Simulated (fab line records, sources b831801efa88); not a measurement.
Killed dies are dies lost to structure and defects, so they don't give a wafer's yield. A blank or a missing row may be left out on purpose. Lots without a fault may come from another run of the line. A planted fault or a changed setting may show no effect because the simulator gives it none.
fab line records | flow sky130
record lots=13 wafers=39 last_day=50
route steps=708 shown NWELL@63 LDD_P@262 LDD_HVP@286 LI_CONTACT@376 PAD_OPEN@708
lots that met no fault: from a run of the same line without faults
start_h: hours from the record's first day to the start of the lot's first wafer shown | wait_h: hours since the lot's step before | " the same as in the row above | L1.1+2: a row that stands for several wafers | - no value, or no start given | * or withheld: withheld | < > ~ a bound
route shown NAME@n: a module of which the file shows steps, and the number in the route of the first | usual: mean/standard deviation of fault-free wafers | same: alike in all rows | chamber/n: place in a boat | sites: the reading at each site | _std_site: their standard deviation | _edge_site: outer sites' mean less inner sites' | radius_mm: how far each site lies from the wafer's centre | mask NAME#n: copy n | behind: the tool/chamber that last shaped the wafer | hold: why the lot was held/for how many hours/how that ended | device: the transistor (n, p or np) that didn't switch | end of line: the same wafers' tests at the end of the route | a step without rows: its recipe alone | killed: dies lost to structure and defects at the first sort, not the wafer's yield | map: a wafer's dies, x killed, . not, _ none there
set.NAME: the setting as run; set.NAME@STEP: as run at that earlier step | model.NAME: the simulator's own value behind a step, which no gauge read
steps of the route over a sample of lots; a table a step, a row a wafer
services: from which hour (start_h, from the record's first day; less than 0 if before it) a tool's chamber was out of use, for how many hours, and why
## steps
# step SKY_NWELL_OVL_MEAS_10
# usual NWELL_00_OVL=-0.1/1.5
# columns lot.wafer tool chamber start_h wait_h NWELL_00_OVL[nm]
L857.2 overlay-02 - 86.66 - -1.3
L857.4 " - " " -2.1
L857.5 " - " " -0.2
L858.2 overlay-02 - 93.84 - 0.3
L858.4 " - " " 0.1
L858.6 " - " " 0.6
L859.1 overlay-01 - 101.38 - -2.3
L859.2 " - " " -0.9
L859.6 " - " " -0.6
L862.1 overlay-02 - 114.86 - -1.0
L862.2 " - " " -0.8
L862.5 " - " " 0.2
L864.2 overlay-02 - 130.41 - 1.9
L864.5 " - " " 1.7
L864.6 " - " " 2.9
L865.3 overlay-02 - 132.17 - 0.0
L865.4 " - " " 0.3
L865.5 " - " " 1.8
L866.1 overlay-02 - 139.81 - -1.7
L866.5 " - " " -2.0
L866.6 " - " " -1.6
L874.2 overlay-01 - 184.36 - -1.8
L874.4 " - " " -1.8
L874.6 " - " " -2.1
L875.1 overlay-02 - 193.76 - -0.7
L875.4 " - " " -0.8
L875.5 " - " " -1.9
L876.1 overlay-01 - 196.46 - 0.9
L876.3 " - " " -0.4
L876.6 " - " " 1.1
L878.4 overlay-01 - 208.72 - 0.5
L878.5 " - " " -0.6
L878.6 " - " " -0.3
L879.1 overlay-01 - 218.93 - 1.2
L879.4 " - " " -0.1
L879.6 " - " " -0.4
L880.1 overlay-01 - 228.13 - -1.6
L880.4 " - " " -1.5
L880.6 " - " " -2.0
# step SKY_LDD_P_CD_MEAS_07
# recipe target_cd_nm=380
# usual cd_nm=380.3/2.1
# columns lot.wafer tool chamber start_h wait_h cd_nm
L857.2 cd_sem-01 - 430.75 0.1 381.1
L857.4 " - " " 378.7
L857.5 " - " " 382.1
L858.2 cd_sem-02 - 447.98 0.1 382.1
L858.4 " - " " 382.0
L858.6 " - " " 381.5
L859.1 cd_sem-02 - 459.21 0.1 384.6
L859.2 " - " " 381.1
L859.6 " - " " 382.5
L862.1 cd_sem-01 - 488.36 0.1 382.3
L862.2 " - " " 382.5
L862.5 " - " " 379.5
L865.3 cd_sem-01 - 507.95 0.1 380.7
L865.4 " - " " 380.1
L865.5 " - " " 378.4
L864.2 cd_sem-02 - 508.75 0.1 378.9
L864.5 " - " " 377.4
L864.6 " - " " 378.6
L866.1 cd_sem-01 - 523.00 0.1 379.3
L866.5 " - " " 380.0
L866.6 " - " " 380.4
L874.2 cd_sem-01 - 587.20 0.2 381.6
L874.4 " - " " 380.9
L874.6 " - " " 379.2
L875.1 cd_sem-01 - 598.88 0.1 382.3
L875.4 " - " " 380.9
L875.5 " - " " 381.2
L876.1 cd_sem-02 - 600.43 0.1 378.1
L876.3 " - " " 378.6
L876.6 " - " " 378.6
L878.4 cd_sem-01 - 627.29 0.1 378.2
L878.5 " - " " 378.2
L878.6 " - " " 380.2
L879.1 cd_sem-01 - 634.60 0.1 379.0
L879.4 " - " " 379.2
L879.6 " - " " 379.4
L880.1 cd_sem-01 - 644.35 0.1 383.3
L880.4 " - " " 381.1
L880.6 " - " " 379.7
# step SKY_LDD_HVP_IMPLANT_08
# recipe species=B energy_kev=20 dose_cm2=1.7e+13 tilt_deg=17.9
# usual dose_ions_cm2=1.6994e+13/1.9e+10
# columns lot.wafer tool chamber start_h wait_h dose_ions_cm2
L857.2 implanter-03 0 492.32 0.0 1.6977e+13
L857.4 " 0 " " 1.6993e+13
L857.5 " 0 " " 1.7037e+13
L858.2 implanter-03 0 510.37 0.0 1.703e+13
L858.4 " 0 " " 1.6989e+13
L858.6 " 0 " " 1.701e+13
L859.1 implanter-03 0 521.44 0.0 1.6975e+13
L859.2 " 0 " " 1.6989e+13
L859.6 " 0 " " 1.6999e+13
L862.1 implanter-04 0 549.35 0.0 1.6983e+13
L862.2 " 0 " " 1.6988e+13
L862.5 " 0 " " 1.6956e+13
L865.3 implanter-04 0 569.35 0.1 1.7797e+13
L865.4 " 0 " " 1.7797e+13
L865.5 " 0 " " 1.7802e+13
L864.2 implanter-02 0 569.42 0.0 1.7013e+13
L864.5 " 0 " " 1.6995e+13
L864.6 " 0 " " 1.7009e+13
L866.1 implanter-04 0 583.57 0.0 1.7777e+13
L866.5 " 0 " " 1.7759e+13
L866.6 " 0 " " 1.7771e+13
L874.2 implanter-03 0 646.57 0.0 1.7004e+13
L874.4 " 0 " " 1.704e+13
L874.6 " 0 " " 1.7009e+13
L875.1 implanter-02 0 657.32 0.0 1.6995e+13
L875.4 " 0 " " 1.6994e+13
L875.5 " 0 " " 1.6984e+13
L876.1 implanter-02 0 659.47 0.0 1.698e+13
L876.3 " 0 " " 1.6973e+13
L876.6 " 0 " " 1.699e+13
L878.4 implanter-03 0 685.52 0.1 1.6978e+13
L878.5 " 0 " " 1.6996e+13
L878.6 " 0 " " 1.7006e+13
L879.1 implanter-02 0 691.57 0.0 1.6979e+13
L879.4 " 0 " " 1.6967e+13
L879.6 " 0 " " 1.6967e+13
L880.1 implanter-04 0 702.20 0.0 1.701e+13
L880.4 " 0 " " 1.6995e+13
L880.6 " 0 " " 1.6978e+13
# step SKY_LI_CONTACT_ETCH_14
# recipe chemistry=N2/H2 target=BARC ion_energy_ev=200 source_w=500 bias_w=100 pressure_mtorr=30 n2_flow_sccm=100 h2_flow_sccm=200 stop_on=SiO2 time_s=45.9 target_depth_a=600
# usual chamber_pressure_mTorr=29.998/0.028 drypump_motor_current_A=5.8/0.35 oes_product_au=0.854/0.0047 throttle_valve_pct=13.224/0.0089
# columns lot.wafer tool chamber start_h wait_h chamber_pressure_mTorr drypump_motor_current_A oes_product_au rf_hours_counter_h throttle_valve_pct
L857.2 rie_diel-03 2 676.71 0.0 30.019 6.0 0.858 29 13.233
L857.4 " 1 " " 29.985 6.5 0.852 2 13.222
L857.5 " 3 " " 30.028 5.2 0.853 - 13.242
L858.2 rie_diel-03 3 693.76 0.0 30.004 5.2 0.855 7 13.206
L858.4 " 0 " " 30.020 6.1 0.854 21 13.228
L858.6 " 1 " " 29.996 6.4 0.853 - 13.231
L859.1 rie_diel-04 2 700.46 0.0 30.020 6.0 0.858 5 13.220
L859.2 " 0 " " 29.994 5.9 0.854 11 13.226
L859.6 " 0 " " 29.993 5.8 0.861 - 13.233
L862.1 rie_diel-04 3 727.11 0.0 29.974 5.6 0.847 5 13.224
L862.2 " 1 " " 29.962 6.1 0.857 3 13.200
L862.5 " 2 " " 29.960 6.0 0.855 - 13.223
L865.3 rie_diel-01 3 745.51 0.0 30.013 6.0 0.858 2 13.240
L865.4 " 1 " " 29.944 5.4 0.862 21 13.217
L865.5 " 2 " " 30.006 5.5 0.851 - 13.216
L864.2 rie_diel-03 0 747.71 0.0 30.022 6.1 0.855 23 13.226
L864.5 " 1 " " 30.019 6.4 0.857 - 13.215
L864.6 " 2 " " 29.976 6.0 0.853 - 13.230
L866.1 rie_diel-01 3 758.64 0.0 30.026 6.0 0.864 2 13.229
L866.5 " 3 " " 29.973 6.1 0.847 - 13.230
L866.6 " 2 " " 30.010 5.5 0.854 - 13.211
L874.2 rie_diel-04 1 816.29 0.0 29.990 6.1 0.855 5 13.220
L874.4 " 0 " " 30.006 5.9 0.849 14 13.235
L874.6 " 1 " " 30.003 6.1 0.848 - 13.223
L875.1 rie_diel-01 3 826.31 0.0 30.038 6.0 0.850 4 13.223
L875.4 " 2 " " 29.994 5.5 0.849 14 13.212
L875.5 " 2 " " 29.999 5.5 0.855 - 13.229
L876.1 rie_diel-03 0 829.46 0.0 29.975 6.1 0.856 25 13.220
L876.3 " 2 " " 29.981 6.1 0.843 33 13.212
L876.6 " 0 " " 30.057 6.1 0.848 - 13.219
L878.4 rie_diel-03 0 851.43 0.0 29.991 6.1 0.861 - 13.217
L878.5 " 1 " " 30.051 6.4 0.851 - 13.224
L878.6 " 3 " " 29.992 5.2 0.848 - 13.221
L879.1 rie_diel-01 0 857.19 0.0 30.022 5.6 0.861 8 13.230
L879.4 " 1 " " 30.023 5.4 0.849 24 13.235
L879.6 " 3 " " 30.015 6.0 0.848 - 13.217
L880.1 rie_diel-04 1 869.71 0.0 29.966 6.1 0.850 7 13.237
L880.4 " 3 " " 30.018 5.6 0.855 8 13.240
L880.6 " 0 " " 29.997 5.9 0.852 - 13.215
# step SKY_PAD_OPEN_PROBE_99
# usual killed_at_M0_to_M3=43/7.2 killed_at_M4_up=3.0/2 killed_at_contacts=24/5.5 killed_at_front_end=15/4.2 killed_at_other=0.3/0.51 killed_dies=85/10 killed_open=46/7.3 killed_short=38/6.4
# same gross_dies=492 killed_at_back_side=0
# columns lot.wafer tool chamber start_h wait_h killed_at_M0_to_M3 killed_at_M4_up killed_at_contacts killed_at_front_end killed_at_other killed_dies killed_open killed_short
L875.1 prober-01 - 1182.22 0.1 36 3 18 17 0 74 40 34
L875.4 prober-01 - 1182.37 0.2 46 3 22 14 0 85 43 42
L875.5 prober-01 - 1182.42 0.2 40 2 19 22 1 84 50 34
# killed by level:class
L875.1 LI_CONTACT:geometric_particle:open=7 VIA3:geometric_particle:open=7 CONTACT:geometric_particle:open=6 FIELD_ISO:geometric_particle:open=5 METAL2:geometric_particle:short=5 VIA1:geometric_particle:open=5 VIA3:geometric_particle:short=5 FIELD_ISO:geometric_particle:short=4
L875.4 VIA1:geometric_particle:open=10 LI_CONTACT:geometric_particle:open=7 METAL2:geometric_particle:short=7 CONTACT:geometric_particle:open=6 VIA3:geometric_particle:open=6 METAL1:geometric_particle:short=5 VIA2:geometric_particle:short=4 FIELD_ISO:geometric_particle:open=3
L875.5 FIELD_ISO:geometric_particle:open=9 VIA3:geometric_particle:open=9 VIA1:geometric_particle:open=8 CONTACT:geometric_particle:open=7 LI_CONTACT:geometric_particle:open=6 METAL2:geometric_particle:short=6 VIA1:geometric_particle:short=5 VIA2:geometric_particle:open=5
## services
# columns tool chamber start_h hours kind
implanter-04 - 475.28 1.4 repair
rie_diel-03 0 480.96 4.8 repair
implanter-04 - 485.54 11.1 repair
implanter-02 - 486.14 4.9 pm
rie_diel-01 - 487.24 54.0 repair
rie_diel-04 2 495.58 8.5 repair
rie_diel-03 - 502.09 0.9 repair
implanter-02 - 509.15 1.8 repair
implanter-03 - 528.62 19.5 pm
rie_diel-03 1 531.28 1.7 repair
implanter-04 - 540.93 0.9 repair
rie_diel-01 0 550.11 3.7 repair
implanter-02 - 574.09 1.4 repair
implanter-02 - 585.12 6.6 repair
rie_diel-04 2 612.48 6.8 repair
implanter-02 - 614.53 7.2 repair
rie_diel-01 3 627.13 8.0 repair
rie_diel-01 1 630.29 1.9 repair
rie_diel-03 2 655.84 3.7 repair
implanter-03 - 661.16 14.7 pm
rie_diel-03 2 713.00 15.5 repair
rie_diel-03 0 731.93 1.3 repair
implanter-03 - 737.62 3.9 repair
implanter-03 - 796.63 2.9 pm
## key
first_sign step=SKY_LDD_HVP_IMPLANT_08 reading=dose_ions_cm2 direction=up sigmas=42 usual=* struck=*
effect none on later readings
met_at SKY_LDD_HVP_IMPLANT_08
struck_lots L865,L866
tester_left_out L865,L866
not_acting_at SKY_NWELL_OVL_MEAS_10,SKY_LDD_P_CD_MEAS_07,SKY_LI_CONTACT_ETCH_14
onset_between 549.35 569.35
fault kind=process_parameter_drift tool=implanter-04 chamber=- onset_h=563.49 steps=SKY_LDD_HVP_IMPLANT_08 channel=dose_cm2 offset=* shape=step end_h=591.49 acts_in=* stated=*
# tester_left_out: of these lots the tester's yield and bins aren't shown, on N5 and GAA mostly nor the transistor test; their killed dies are dies lost to structure and defects alone, not to doping, threshold or leakage, so they don't give the yield
